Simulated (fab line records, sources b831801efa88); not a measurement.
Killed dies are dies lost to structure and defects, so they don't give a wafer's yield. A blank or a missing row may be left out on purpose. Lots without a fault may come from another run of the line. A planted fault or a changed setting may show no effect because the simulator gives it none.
One fault seen from 2 desks | flow sky130 | each desk has only its own numbers; what lay behind them comes last

THE TOOL OWNER'S DESK: rie_metal-01
The tool's own readings at SKY_METAL2_METAL_ETCH_19 (etches the open film in Cl2/BCl3, stops on SiO2, target depth 360 nm, time 78 s): means of the sampled wafers that have a number, for each lot that ran on this tool. A lot is out of limits, marked OUT, if its mean lies more than 4 standard deviations from the usual mean; the brackets give that distance.
Columns: A = bias_w at SKY_METAL2_METAL_ETCH_19, usual 48.53 W; B = drypump_motor_current_A at SKY_METAL2_METAL_ETCH_19, usual 5.61 A; C = mfc_cl2_sccm at SKY_METAL2_METAL_ETCH_19, usual 59.97 sccm; D = oes_product_au at SKY_METAL2_METAL_ETCH_19, usual 0.853 a.u.; E = throttle_valve_pct at SKY_METAL2_METAL_ETCH_19, usual 22.264 %
lot  | first seen here | A               | B    | C     | D     | E
L604 | day 36 22:05    | 48.59           | 5.88 | 59.97 | 0.854 | 22.264
L605 | day 37 09:02    | 48.58           | 5.71 | 60.13 | 0.857 | 22.274
L614 | day 39 18:36    | 53.73 (+40) OUT | 6.10 | 60.23 | 0.850 | 22.258
L615 | day 39 21:13    | 53.62 (+39) OUT | 6.07 | 59.82 | 0.856 | 22.264
This desk's finding: out of limits on L614, L615; first on L614, day 39 18:36 (bias_w at SKY_METAL2_METAL_ETCH_19). In limits: L604, L605.

THE METROLOGY DESK
What the gauges read, lot by lot, whatever tool the lot ran on: means of the sampled wafers that have a number. A lot is out of limits, marked OUT, if its mean lies more than 4 standard deviations from the usual mean; the brackets give that distance.
Columns: A = METAL3_OVL at SKY_METAL3_OVL_MEAS_14, usual 2 nm
lot  | first seen here | A
L600 | day 38 15:37    | 2
L604 | day 40 04:09    | 10
L605 | day 40 14:52    | -9
L606 | day 40 20:26    | -7
L614 | day 42 22:12    | 5
L615 | day 42 23:39    | -2
L616 | day 43 13:37    | 5
L618 | day 44 02:23    | 4
L619 | day 44 09:21    | 6
L621 | day 44 18:55    | 2
L622 | day 44 23:30    | 4
This desk's finding: nothing out of limits on any of the 11 lots.

PUT TOGETHER
The tool owner's desk could have raised an alarm at day 39 18:36, on L614, L615.
The metrology desk saw nothing out of limits.
The metrology desk has L614, L615 on record, within its limits.
Of the lots named, all ran SKY_METAL2_METAL_ETCH_19 on rie_metal-01.

WHAT THE SIMULATOR HAD PUT IN
Process parameter drift: rie_metal-01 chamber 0, from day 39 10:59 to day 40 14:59, at SKY_METAL2_METAL_ETCH_19. Setting bias_w, moved by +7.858, from 48.5. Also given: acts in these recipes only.
Lots struck among those shown: L614, L615.
Hours from the fault's start to each desk's first reading out of limits: the tool owner's desk, 8.
